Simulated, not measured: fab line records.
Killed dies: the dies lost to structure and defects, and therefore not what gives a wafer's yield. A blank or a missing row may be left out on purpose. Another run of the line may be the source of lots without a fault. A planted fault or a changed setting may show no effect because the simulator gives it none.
What tool caused it? | flow gf180mcu | 9 lots with 27 wafers sampled at 4 steps, on a route of 602 steps

WHAT EACH GAUGE READ, for each wafer
GF_STI_THK_MEAS_30.
lot  | measured    | on           | STI_OXIDATION_02_THK (nm)
L444 | day 2 08:37 | filmMetro-02 | 10.21 10.00 10.13
L445 | day 2 14:14 | filmMetro-02 | 10.22 10.02 9.89
L446 | day 2 18:04 | filmMetro-01 | 9.67 9.84 9.88
L450 | day 3 12:44 | filmMetro-03 | 9.86 10.13 9.94
L451 | day 3 18:52 | filmMetro-01 | 9.86 9.89 9.75
L454 | day 4 09:08 | filmMetro-02 | 11.22 11.21 11.22
L456 | day 4 19:12 | filmMetro-01 | 11.74 11.70 11.43
L457 | day 5 00:46 | filmMetro-03 | 9.99 10.01 10.02
L462 | day 6 04:22 | filmMetro-02 | 10.11 10.11 10.14

GF_PSD_OVL_MEAS_08.
lot  | measured     | on         | PSD_OVL (nm)
L444 | day 14 12:13 | overlay-01 | 1.0 0.1 -0.1
L445 | day 14 19:47 | overlay-02 | 0.2 0.7 0.7
L446 | day 15 03:43 | overlay-02 | -3.1 -1.7 -1.5
L450 | day 16 12:56 | overlay-01 | -1.0 0.5 -1.4
L451 | day 16 19:04 | overlay-01 | -2.2 -3.5 -3.8
L454 | day 17 19:37 | overlay-02 | 0.0 -0.8 0.0
L456 | day 18 10:34 | overlay-02 | -0.7 0.9 2.6
L457 | day 18 20:01 | overlay-02 | -1.4 -2.3 -1.8
L462 | day 20 15:04 | overlay-01 | -3.4 -3.9 -3.9

EACH LOT AND THE TOOL THAT RAN IT (in order: tool; ch and the chambers of the sampled wafers; start)
lot  | GF_STI_OXIDATION_29          | GF_POLY_GATE_STRIP_14
L444 | furnace-02 ch 0, day 2 07:13 | plasmaAsher-02 ch 0,1, day 9 09:38
L445 | furnace-01 ch 0, day 2 12:50 | plasmaAsher-02 ch 0,1, day 9 15:09
L446 | furnace-02 ch 0, day 2 16:40 | plasmaAsher-04 ch 0,1, day 9 23:09
L450 | furnace-02 ch 0, day 3 11:20 | plasmaAsher-01 ch 0,1, day 11 04:02
L451 | furnace-01 ch 0, day 3 17:28 | plasmaAsher-04 ch 0,1, day 11 08:37
L454 | furnace-02 ch 0, day 4 07:44 | plasmaAsher-01 ch 0,1, day 12 06:03
L456 | furnace-02 ch 0, day 4 17:49 | plasmaAsher-02 ch 0,1, day 12 17:58
L457 | furnace-01 ch 0, day 4 23:22 | plasmaAsher-01 ch 0,1, day 13 01:22
L462 | furnace-01 ch 0, day 6 02:58 | plasmaAsher-04 ch 0,1, day 14 14:33
- GF_STI_OXIDATION_29: stabilise 600 s, purge 300 s, target thk 10 nm.
- GF_POLY_GATE_STRIP_14: strips in O2/N2.

AS READ BY THE TOOLS THEMSELVES (means over the sampled wafers that have a number; for cases with no such wafer, the mark the record gives instead)
GF_STI_OXIDATION_29.
lot  | tool       | spikeTcTopC (C)
L444 | furnace-02 | 914.0
L445 | furnace-01 | 916.1
L446 | furnace-02 | 913.3
L450 | furnace-02 | 914.9
L451 | furnace-01 | 915.8
L454 | furnace-02 | 913.8
L456 | furnace-02 | 914.2
L457 | furnace-01 | 915.5
L462 | furnace-01 | 916.6

GF_POLY_GATE_STRIP_14.
lot  | tool           | drypumpMotorCurrentA (A) | heaterPowerW (W) | oesProductAu (a.u.)
L444 | plasmaAsher-02 | 5.6                      | 341              | 0.505
L445 | plasmaAsher-02 | 5.5                      | 365              | 0.502
L446 | plasmaAsher-04 | 5.4                      | 306              | 0.505
L450 | plasmaAsher-01 | 6.3                      | 350              | 0.506
L451 | plasmaAsher-04 | 5.6                      | 288              | 0.507
L454 | plasmaAsher-01 | 6.1                      | 328              | 0.504
L456 | plasmaAsher-02 | 5.6                      | 343              | 0.505
L457 | plasmaAsher-01 | 6.3                      | 353              | 0.506
L462 | plasmaAsher-04 | 5.6                      | 301              | 0.505

THE ANSWER, worked out from the rows above alone
Rule: the usual values come from the lots themselves. Put in order of their means at a reading, lots are off if they are a third of the lots or fewer, leave a main group of 4 or more, and stand apart from it by a gap of 3 or more times the standard deviation of the main group's means; of several such gaps the widest counts. If all means in a main group match to the digits the tables above print for the reading, that group is not used. A lot without any number at a reading at which 4 lots or more have one is off too. All remaining lots with rows at the step are treated as sound. After the gauges, taken in route order, come the tools' own readings; for these a lot's mean is taken, as printed above. The first step at which some lot is off is used, and at that step the reading that is off furthest; a lot without a number counts as furthest.
Off: L454, L456, seen at GF_STI_THK_MEAS_30 (STI_OXIDATION_02_THK). Mean 9.98 nm and standard deviation 0.12 in the main group.
If a tool, at a process step before that reading, ran all the lots that are off and no sound lot after the first of them, it fits. Those tools and the gauges at GF_STI_THK_MEAS_30 are tried in the same way. One fits: furnace-02 at GF_STI_OXIDATION_29. A fault onset in the window from L450 (day 3 11:20, its last sound lot) to L454 (day 4 07:44, its first lot off) fits.

WHAT WAS PUT IN BY THE SIMULATOR
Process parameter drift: furnace-02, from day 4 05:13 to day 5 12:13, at GF_STI_OXIDATION_29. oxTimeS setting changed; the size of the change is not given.
Lots struck among those shown: L454, L456. This agrees with what the rule above found.
